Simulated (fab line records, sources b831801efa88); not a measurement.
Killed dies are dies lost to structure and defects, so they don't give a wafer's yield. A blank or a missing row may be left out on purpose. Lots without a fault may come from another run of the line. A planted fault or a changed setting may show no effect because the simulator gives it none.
fab line records | flow sky130
record lots=24 wafers=72 last_day=50
route steps=708 shown SD_P@328 SD_N@349 LOCAL_INTERCONNECT@402 CONTACT@421 VIA1@471
lots that met no fault: from a run of the same line without faults
start_h: hours from the record's first day to the start of the lot's first wafer shown | wait_h: hours since the lot's step before | " the same as in the row above | L1.1+2: a row that stands for several wafers | - no value, or no start given | * or withheld: withheld | < > ~ a bound
route shown NAME@n: a module of which the file shows steps, and the number in the route of the first | usual: mean/standard deviation of fault-free wafers | same: alike in all rows | chamber/n: place in a boat | sites: the reading at each site | _std_site: their standard deviation | _edge_site: outer sites' mean less inner sites' | radius_mm: how far each site lies from the wafer's centre | mask NAME#n: copy n | behind: the tool/chamber that last shaped the wafer | hold: why the lot was held/for how many hours/how that ended | device: the transistor (n, p or np) that didn't switch | end of line: the same wafers' tests at the end of the route | a step without rows: its recipe alone | killed: dies lost to structure and defects at the first sort, not the wafer's yield | map: a wafer's dies, x killed, . not, _ none there
set.NAME: the setting as run; set.NAME@STEP: as run at that earlier step | model.NAME: the simulator's own value behind a step, which no gauge read
steps of the route over a sample of lots; a table a step, a row a wafer
services: from which hour (start_h, from the record's first day; less than 0 if before it) a tool's chamber was out of use, for how many hours, and why
## steps
# step SKY_SD_P_OVL_MEAS_08
# usual SD_P_OVL=1.0/1.3
# columns lot.wafer tool chamber start_h wait_h SD_P_OVL[nm]
L075.1 overlay-01 - 604.86 0.1 -1.2
L075.4 " - " " -0.4
L075.6 " - " " -0.4
L074.2 overlay-01 - 611.75 0.1 -1.1
L074.3 " - " " -1.1
L074.5 " - " " 0.6
L076.1 overlay-01 - 631.62 0.1 1.8
L076.5 " - " " 3.1
L076.6 " - " " 1.0
L077.1 overlay-02 - 631.81 0.1 -0.3
L077.2 " - " " -1.9
L077.4 " - " " -1.2
L079.2 overlay-01 - 638.60 0.1 2.1
L079.4 " - " " 0.6
L079.5 " - " " 3.2
L078.3 overlay-02 - 645.43 0.1 1.3
L078.4 " - " " 1.7
L078.6 " - " " 1.0
L084.2 overlay-02 - 699.02 0.1 1.8
L084.3 " - " " 1.8
L084.6 " - " " 2.6
L082.3 overlay-01 - 701.58 0.1 0.0
L082.4 " - " " 0.5
L082.5 " - " " -0.4
L081.2 overlay-02 - 702.60 0.1 0.7
L081.4 " - " " 2.1
L081.6 " - " " 1.9
L085.3 overlay-01 - 706.88 0.1 3.2
L085.5 " - " " 1.8
L085.6 " - " " 2.0
L087.1 overlay-01 - 707.12 0.1 1.1
L087.3 " - " " 0.8
L087.5 " - " " -0.2
L080.4 overlay-01 - 707.44 0.1 2.1
L080.5 " - " " 1.1
L080.6 " - " " 1.6
L086.2 overlay-02 - 708.62 0.1 0.2
L086.5 " - " " 0.3
L086.6 " - " " -0.8
L088.1 overlay-02 - 708.91 0.1 0.7
L088.2 " - " " 0.9
L088.3 " - " " 1.0
L083.2 overlay-01 - 709.35 0.1 2.2
L083.3 " - " " 2.3
L083.5 " - " " 2.6
L089.1 overlay-01 - 710.37 0.1 4.0
L089.3 " - " " 3.7
L089.6 " - " " 2.7
L090.2 overlay-02 - 716.98 0.1 1.2
L090.3 " - " " 1.2
L090.5 " - " " 1.0
L091.2 overlay-01 - 738.33 0.1 1.2
L091.5 " - " " 3.0
L091.6 " - " " 1.0
L092.1 overlay-02 - 741.16 0.1 -0.6
L092.2 " - " " 1.4
L092.5 " - " " -0.7
L093.2 overlay-01 - 742.10 0.1 0.8
L093.3 " - " " -0.6
L093.4 " - " " 1.3
L094.3 overlay-02 - 745.13 0.1 1.5
L094.4 " - " " 1.1
L094.5 " - " " 0.4
L095.1 overlay-01 - 753.52 0.1 1.2
L095.3 " - " " 2.3
L095.5 " - " " 2.9
L096.4 overlay-01 - 764.16 0.1 -0.2
L096.5 " - " " 1.3
L096.6 " - " " 1.4
L097.2 overlay-01 - 768.07 0.1 0.5
L097.5 " - " " 0.8
L097.6 " - " " 0.5
# step SKY_SD_N_CD_MEAS_07
# recipe target_cd_nm=380
# usual cd_nm=380.3/2.7
# columns lot.wafer tool chamber start_h wait_h cd_nm
L075.1 cd_sem-01 - 661.40 0.1 383.9
L075.4 " - " " 380.2
L075.6 " - " " 382.1
L074.2 cd_sem-02 - 668.64 0.1 380.7
L074.3 " - " " 379.5
L074.5 " - " " 378.2
L076.1 cd_sem-01 - 688.47 0.1 378.3
L076.5 " - " " 378.4
L076.6 " - " " 379.1
L077.1 cd_sem-02 - 688.65 0.1 379.3
L077.2 " - " " 382.4
L077.4 " - " " 380.1
L079.2 cd_sem-01 - 695.32 0.1 381.4
L079.4 " - " " 383.2
L079.5 " - " " 383.5
L078.3 cd_sem-02 - 702.12 0.1 385.9
L078.4 " - " " 381.3
L078.6 " - " " 382.1
L084.2 cd_sem-01 - 752.99 0.1 380.4
L084.3 " - " " 380.6
L084.6 " - " " 382.8
L082.3 cd_sem-02 - 755.64 0.1 384.8
L082.4 " - " " 381.8
L082.5 " - " " 379.7
L081.2 cd_sem-02 - 757.55 0.1 383.1
L081.4 " - " " 379.6
L081.6 " - " " 383.0
L085.3 cd_sem-02 - 759.97 0.1 382.1
L085.5 " - " " 381.8
L085.6 " - " " 380.6
L087.1 cd_sem-02 - 760.47 0.1 381.0
L087.3 " - " " 379.6
L087.5 " - " " 381.7
L080.4 cd_sem-02 - 761.44 0.1 377.0
L080.5 " - " " 376.7
L080.6 " - " " 379.1
L086.2 cd_sem-02 - 763.39 0.1 380.8
L086.5 " - " " 384.6
L086.6 " - " " 382.8
L088.1 cd_sem-01 - 763.98 0.1 381.6
L088.2 " - " " 382.7
L088.3 " - " " 381.3
L083.2 cd_sem-01 - 764.34 0.1 384.3
L083.3 " - " " 385.7
L083.5 " - " " 384.8
L089.1 cd_sem-02 - 764.45 0.1 381.7
L089.3 " - " " 383.0
L089.6 " - " " 382.6
L090.2 cd_sem-01 - 770.19 0.1 378.1
L090.3 " - " " 377.8
L090.5 " - " " 378.9
L091.2 cd_sem-01 - 791.40 0.1 378.4
L091.5 " - " " 377.9
L091.6 " - " " 379.4
L092.1 cd_sem-01 - 793.53 0.1 376.4
L092.2 " - " " 376.3
L092.5 " - " " 376.0
L093.2 cd_sem-01 - 794.04 0.1 372.7
L093.3 " - " " 374.1
L093.4 " - " " 373.4
L094.3 cd_sem-01 - 796.77 0.1 378.5
L094.4 " - " " 377.0
L094.5 " - " " 376.7
L095.1 cd_sem-02 - 805.15 0.1 383.4
L095.3 " - " " 384.1
L095.5 " - " " 383.5
L096.4 cd_sem-01 - 817.23 0.1 378.4
L096.5 " - " " 376.6
L096.6 " - " " 379.8
L097.2 cd_sem-01 - 821.05 0.1 381.4
L097.5 " - " " 381.2
L097.6 " - " " 379.4
# step SKY_LOCAL_INTERCONNECT_STRIP_15
# recipe chemistry=O2/N2 power_w=1400 pressure_mtorr=1500 platen_temp_c=withheld o2_flow_sccm=3000 n2_flow_sccm=300 overash_fraction=0.5
# usual drypump_motor_current_A=5.5/0.5 oes_product_au=0.426/0.0049 strip_time_to_endpoint_s=4.708/0.024
# columns lot.wafer tool chamber start_h wait_h drypump_motor_current_A oes_product_au rf_hours_counter_h strip_time_to_endpoint_s
L075.1 plasma_asher-04 0 721.37 0.0 6.2 0.431 95 4.731
L075.4 " 1 " " 5.5 0.423 - 4.711
L075.6 " 1 " " 5.5 0.422 - 4.725
L074.2 plasma_asher-02 0 726.66 0.0 5.2 0.439 103 4.713
L074.3 " 1 " " 4.7 0.420 - 4.700
L074.5 " 1 " " 4.7 0.429 - 4.649
L076.1 plasma_asher-01 0 746.57 0.0 5.6 0.422 32 4.723
L076.5 " 1 " " 6.1 0.433 - 4.708
L076.6 " 0 " " 5.6 0.430 - 4.733
L077.1 plasma_asher-04 1 746.81 0.0 5.5 0.427 98 4.669
L077.2 " 0 " " 6.2 0.424 98 4.705
L077.4 " 0 " " 6.2 0.429 - 4.704
L079.2 plasma_asher-01 1 753.59 0.0 6.0 0.419 32 4.715
L079.4 " 1 " " 6.0 0.428 - 4.738
L079.5 " 1 " " 6.1 0.422 - 4.698
L078.3 plasma_asher-01 0 759.57 0.1 5.6 0.435 - 4.711
L078.4 " 1 " " 6.1 0.422 - 4.678
L078.6 " 1 " " 6.1 0.426 - 4.702
L084.2 plasma_asher-01 1 808.64 0.0 6.0 0.425 37 4.720
L084.3 " 0 " " 5.6 0.424 - 4.731
L084.6 " 0 " " 5.6 0.420 - 4.726
L082.3 plasma_asher-04 0 810.78 0.1 6.2 0.426 - 4.711
L082.4 " 1 " " 5.5 0.419 - 4.680
L082.5 " 0 " " 6.2 0.413 - 4.667
L081.2 plasma_asher-02 1 812.92 0.0 4.7 0.423 7 4.677
L081.4 " 0 " " 5.2 0.429 - 4.696
L081.6 " 1 " " 4.7 0.424 - 4.683
L085.3 plasma_asher-01 0 815.65 0.1 5.6 0.417 - 4.707
L085.5 " 1 " " 6.0 0.424 - 4.686
L085.6 " 0 " " 5.6 0.429 - 4.717
L087.1 plasma_asher-02 0 816.32 0.0 5.2 0.427 7 4.719
L087.3 " 1 " " 4.7 0.419 - 4.690
L087.5 " 0 " " 5.2 0.422 - 4.716
L080.4 plasma_asher-02 0 817.61 0.1 5.2 0.421 - 4.719
L080.5 " 0 " " 5.3 0.413 - 4.726
L080.6 " 1 " " 4.7 0.433 - 4.719
L086.2 plasma_asher-04 0 818.39 0.0 6.1 0.436 104 4.736
L086.5 " 0 " " 6.2 0.422 - 4.696
L086.6 " 1 " " 5.6 0.429 - 4.722
L088.1 plasma_asher-02 0 820.49 0.0 5.2 0.431 8 4.676
L088.2 " 1 " " 4.7 0.426 8 4.701
L088.3 " 0 " " 5.2 0.426 - 4.690
L083.2 plasma_asher-04 1 821.31 0.0 5.5 0.423 105 4.705
L083.3 " 1 " " 5.5 0.431 - 4.730
L083.5 " 1 " " 5.5 0.428 - 4.736
L089.1 plasma_asher-01 1 821.57 0.0 6.1 0.421 39 4.701
L089.3 " 0 " " 5.6 0.421 - 4.696
L089.6 " 1 " " 6.1 0.425 - 4.701
L090.2 plasma_asher-04 0 826.04 0.0 6.2 0.436 105 4.674
L090.3 " 0 " " 6.2 0.421 - 4.694
L090.5 " 0 " " 6.2 0.428 - 4.670
L091.2 plasma_asher-01 0 847.83 0.1 5.6 0.430 41 4.695
L091.5 " 0 " " 5.6 0.428 - 4.709
L091.6 " 1 " " 6.0 0.428 - 4.718
L092.1 plasma_asher-02 0 849.91 0.0 5.2 0.428 11 4.667
L092.2 " 1 " " 4.7 0.433 11 4.694
L092.5 " 1 " " 4.7 0.427 - 4.680
L093.2 plasma_asher-01 1 850.38 0.1 6.0 0.431 42 4.724
L093.3 " 1 " " 6.0 0.431 - 4.733
L093.4 " 0 " " 5.6 0.421 - 4.727
L094.3 plasma_asher-02 1 852.86 0.1 4.7 0.425 - 4.699
L094.4 " 0 " " 5.2 0.426 - 4.734
L094.5 " 1 " " 4.7 0.430 - 4.714
L095.1 plasma_asher-04 1 860.67 0.0 5.6 0.426 109 4.739
L095.3 " 0 " " 6.2 0.418 - 4.736
L095.5 " 1 " " 5.6 0.427 - 4.742
L096.4 plasma_asher-02 0 872.43 0.1 5.2 0.432 - 4.697
L096.5 " 1 " " 4.7 0.430 - 4.719
L096.6 " 0 " " 5.3 0.424 - 4.674
L097.2 plasma_asher-02 1 876.77 0.0 4.7 0.424 13 4.698
L097.5 " 0 " " 5.2 0.422 - 4.702
L097.6 " 1 " " 4.7 0.424 - 4.692
# step SKY_CONTACT_OVL_MEAS_15
# usual CONTACT_OVL=3/6.2
# columns lot.wafer tool chamber start_h wait_h CONTACT_OVL[nm]
L075.1 overlay-02 - 749.76 0.1 -3
L075.4 " - " " -3
L075.6 " - " " 2
L074.2 overlay-02 - 753.88 0.1 6
L074.3 " - " " 10
L074.5 " - " " 10
L076.1 overlay-02 - 773.75 0.1 1
L076.5 " - " " -2
L076.6 " - " " 4
L077.1 overlay-01 - 774.10 0.1 7
L077.2 " - " " -2
L077.4 " - " " -7
L079.2 overlay-02 - 780.37 0.1 0
L079.4 " - " " -2
L079.5 " - " " 5
L078.3 overlay-02 - 786.97 0.1 -5
L078.4 " - " " -1
L078.6 " - " " -2
L084.2 overlay-02 - 836.01 0.1 -4
L084.3 " - " " -7
L084.6 " - " " -2
L082.3 overlay-01 - 838.33 0.1 9
L082.4 " - " " 0
L082.5 " - " " 3
L081.2 overlay-01 - 840.03 0.1 -1
L081.4 " - " " 0
L081.6 " - " " 6
L085.3 overlay-01 - 843.32 0.1 2
L085.5 " - " " 4
L085.6 " - " " 12
L087.1 overlay-01 - 843.65 0.1 3
L087.3 " - " " 7
L087.5 " - " " 5
L080.4 overlay-01 - 845.27 0.1 16
L080.5 " - " " 8
L080.6 " - " " 7
L086.2 overlay-01 - 846.02 0.1 5
L086.5 " - " " 1
L086.6 " - " " 3
L088.1 overlay-02 - 847.91 0.1 -10
L088.2 " - " " -3
L088.3 " - " " -13
L083.2 overlay-02 - 848.27 0.1 6
L083.3 " - " " -1
L083.5 " - " " 0
L089.1 overlay-02 - 848.85 0.1 0
L089.3 " - " " 3
L089.6 " - " " 8
L090.2 overlay-01 - 853.71 0.1 6
L090.3 " - " " -5
L090.5 " - " " -4
L091.2 overlay-01 - 874.77 0.1 8
L091.5 " - " " 9
L091.6 " - " " -1
L092.1 overlay-01 - 877.55 0.1 -6
L092.2 " - " " -1
L092.5 " - " " -7
L093.2 overlay-01 - 877.80 0.1 -8
L093.3 " - " " 3
L093.4 " - " " -5
L094.3 overlay-01 - 879.93 0.1 8
L094.4 " - " " 13
L094.5 " - " " 7
L095.1 overlay-01 - 887.87 0.1 13
L095.3 " - " " 15
L095.5 " - " " 15
L096.4 overlay-02 - 899.39 0.1 9
L096.5 " - " " 17
L096.6 " - " " 10
L097.2 overlay-02 - 903.27 0.1 11
L097.5 " - " " 7
L097.6 " - " " 9
# step SKY_VIA1_OVL_MEAS_13
# usual VIA1_OVL=0/4.8
# columns lot.wafer tool chamber start_h wait_h VIA1_OVL[nm]
L075.1 overlay-01 - 803.81 0.1 -3
L075.4 " - " " 6
L075.6 " - " " -1
L074.2 overlay-02 - 809.65 0.1 -4
L074.3 " - " " -9
L074.5 " - " " 1
L076.1 overlay-01 - 829.31 0.1 -8
L076.5 " - " " -11
L076.6 " - " " -9
L077.1 overlay-02 - 829.59 0.1 -6
L077.2 " - " " -6
L077.4 " - " " -6
L079.2 overlay-01 - 834.85 0.1 6
L079.4 " - " " 7
L079.5 " - " " 6
L078.3 overlay-01 - 842.85 0.1 2
L078.4 " - " " -2
L078.6 " - " " -1
L084.2 overlay-02 - 890.30 0.1 -8
L084.3 " - " " 0
L084.6 " - " " -3
L082.3 overlay-02 - 893.23 0.1 4
L082.4 " - " " 0
L082.5 " - " " 3
L081.2 overlay-01 - 895.65 0.1 3
L081.4 " - " " -1
L081.6 " - " " 0
L085.3 overlay-01 - 898.47 0.1 -3
L085.5 " - " " 0
L085.6 " - " " 3
L087.1 overlay-02 - 898.71 0.1 0
L087.3 " - " " 0
L087.5 " - " " 1
L080.4 overlay-01 - 899.73 0.1 1
L080.5 " - " " 0
L080.6 " - " " -1
L086.2 overlay-02 - 901.51 0.1 6
L086.5 " - " " 5
L086.6 " - " " 5
L088.1 overlay-01 - 902.26 0.1 3
L088.2 " - " " 4
L088.3 " - " " 4
L083.2 overlay-01 - 902.92 0.1 -1
L083.3 " - " " 3
L083.5 " - " " 2
L089.1 overlay-02 - 903.75 0.1 -5
L089.3 " - " " -3
L089.6 " - " " -1
L090.2 overlay-01 - 908.71 0.1 4
L090.3 " - " " -4
L090.5 " - " " -3
L091.2 overlay-02 - 928.22 0.1 -1
L091.5 " - " " -8
L091.6 " - " " 0
L092.1 overlay-01 - 931.27 0.1 -2
L092.2 " - " " -2
L092.5 " - " " -1
L093.2 overlay-01 - 931.70 0.1 -2
L093.3 " - " " -1
L093.4 " - " " -3
L094.3 overlay-02 - 932.72 0.1 -5
L094.4 " - " " -6
L094.5 " - " " -7
L095.1 overlay-02 - 940.30 0.1 1
L095.3 " - " " 1
L095.5 " - " " 4
L096.4 overlay-02 - 951.93 0.1 12
L096.5 " - " " 10
L096.6 " - " " 7
L097.2 overlay-02 - 956.10 0.1 2
L097.5 " - " " 1
L097.6 " - " " -2
# step SKY_VIA1_ETCH_15
# recipe target=SiO2 chemistry=C4F8/O2/Ar target_depth_nm=351 stop_on=TiN mask_material=KrF-thick source_w=1500 bias_w=1200 pressure_mtorr=40 c4f8_flow_sccm=withheld O2_flow_sccm=6 Ar_flow_sccm=300 time_s=54
# usual oes_product_au=0.975/0.0068
# same time_s=54
# columns lot.wafer tool chamber start_h wait_h oes_product_au rf_hours_counter_h
L075.1 rie_diel-03 1 803.89 0.0 0.977 5
L075.4 " 2 " " 0.978 16
L075.6 " 0 " " 0.974 -
L074.2 rie_diel-03 2 809.72 0.0 0.976 16
L074.3 " 3 " " 0.980 16
L074.5 " 3 " " 0.981 -
L076.1 rie_diel-01 0 829.39 0.0 0.975 11
L076.5 " 2 " " 0.972 -
L076.6 " 1 " " 0.977 -
L077.1 rie_diel-02 0 829.67 0.0 0.971 6
L077.2 " 1 " " 0.974 16
L077.4 " 3 " " 0.984 11
L079.2 rie_diel-03 2 834.92 0.0 0.967 17
L079.4 " 2 " " 0.980 -
L079.5 " 3 " " 0.972 -
L078.3 rie_diel-02 2 842.92 0.0 0.965 13
L078.4 " 2 " " 0.964 -
L078.6 " 1 " " 0.963 -
L084.2 rie_diel-02 3 890.37 0.0 0.975 13
L084.3 " 0 " " 0.970 7
L084.6 " 2 " " 0.964 -
L082.3 rie_diel-01 3 893.29 0.0 0.980 8
L082.4 " 2 " " 0.985 15
L082.5 " 2 " " 0.980 -
L081.2 rie_diel-01 2 895.72 0.0 0.983 15
L081.4 " 0 " " 0.975 14
L081.6 " 1 " " 0.978 -
L085.3 rie_diel-01 1 898.53 0.0 0.976 12
L085.5 " 1 " " 0.981 -
L085.6 " 0 " " 0.972 -
L087.1 rie_diel-03 2 898.79 0.0 0.985 19
L087.3 " 3 " " 0.984 19
L087.5 " 2 " " 0.982 -
L080.4 rie_diel-03 2 899.79 0.0 0.983 19
L080.5 " 2 " " 0.980 -
L080.6 " 3 " " 0.979 -
L086.2 rie_diel-01 2 901.58 0.0 0.979 15
L086.5 " 0 " " 0.973 -
L086.6 " 1 " " 0.979 -
L088.1 rie_diel-02 3 902.34 0.0 0.978 14
L088.2 " 0 " " 0.972 8
L088.3 " 1 " " 0.964 19
L083.2 rie_diel-02 1 902.99 0.0 0.977 19
L083.3 " 2 " " 0.971 16
L083.5 " 2 " " 0.973 -
L089.1 rie_diel-02 1 903.83 0.0 0.967 19
L089.3 " 0 " " 0.973 8
L089.6 " 2 " " 0.955 -
L090.2 rie_diel-03 0 908.78 0.0 0.977 15
L090.3 " 1 " " 0.979 7
L090.5 " 2 " " 0.988 -
L091.2 rie_diel-01 0 928.29 0.0 0.980 15
L091.5 " 0 " " 0.975 -
L091.6 " 1 " " 0.978 -
L092.1 rie_diel-01 2 931.34 0.0 0.984 16
L092.2 " 1 " " 0.978 13
L092.5 " 2 " " 0.975 -
L093.2 rie_diel-03 3 931.77 0.0 0.978 20
L093.3 " 1 " " 0.986 7
L093.4 " 2 " " 0.981 19
L094.3 rie_diel-01 2 932.78 0.0 0.984 16
L094.4 " 0 " " 0.963 15
L094.5 " 2 " " 0.980 -
L095.1 rie_diel-03 2 940.38 0.0 0.973 20
L095.3 " 0 " " 0.979 16
L095.5 " 0 " " 0.971 -
L096.4 rie_diel-01 3 951.99 0.0 0.973 9
L096.5 " 2 " " 0.975 -
L096.6 " 3 " " 0.970 -
L097.2 rie_diel-01 1 956.17 0.0 0.976 14
L097.5 " 0 " " 0.965 -
L097.6 " 3 " " 0.976 -
## services
# columns tool chamber start_h hours kind
plasma_asher-02 - 724.21 1.7 repair
plasma_asher-02 - 733.75 9.0 pm
plasma_asher-02 0 733.75 9.0 vent_cycle
plasma_asher-02 1 733.75 9.0 vent_cycle
plasma_asher-02 0 742.75 - clean
plasma_asher-02 1 742.75 - clean
rie_diel-01 0 750.53 21.5 repair
rie_diel-01 1 777.65 9.1 repair
rie_diel-02 - 801.30 2.8 pm
rie_diel-02 0 832.33 25.1 repair
rie_diel-03 0 834.21 7.7 repair
rie_diel-02 0 862.49 3.1 repair
rie_diel-01 2 881.17 4.6 repair
plasma_asher-01 - 885.88 12.9 repair
rie_diel-02 - 905.42 0.3 repair
plasma_asher-02 - 910.95 4.3 pm
rie_diel-03 1 935.57 2.7 repair
plasma_asher-04 - 937.45 1.3 repair
plasma_asher-02 - 940.07 8.6 repair
## key
fault none
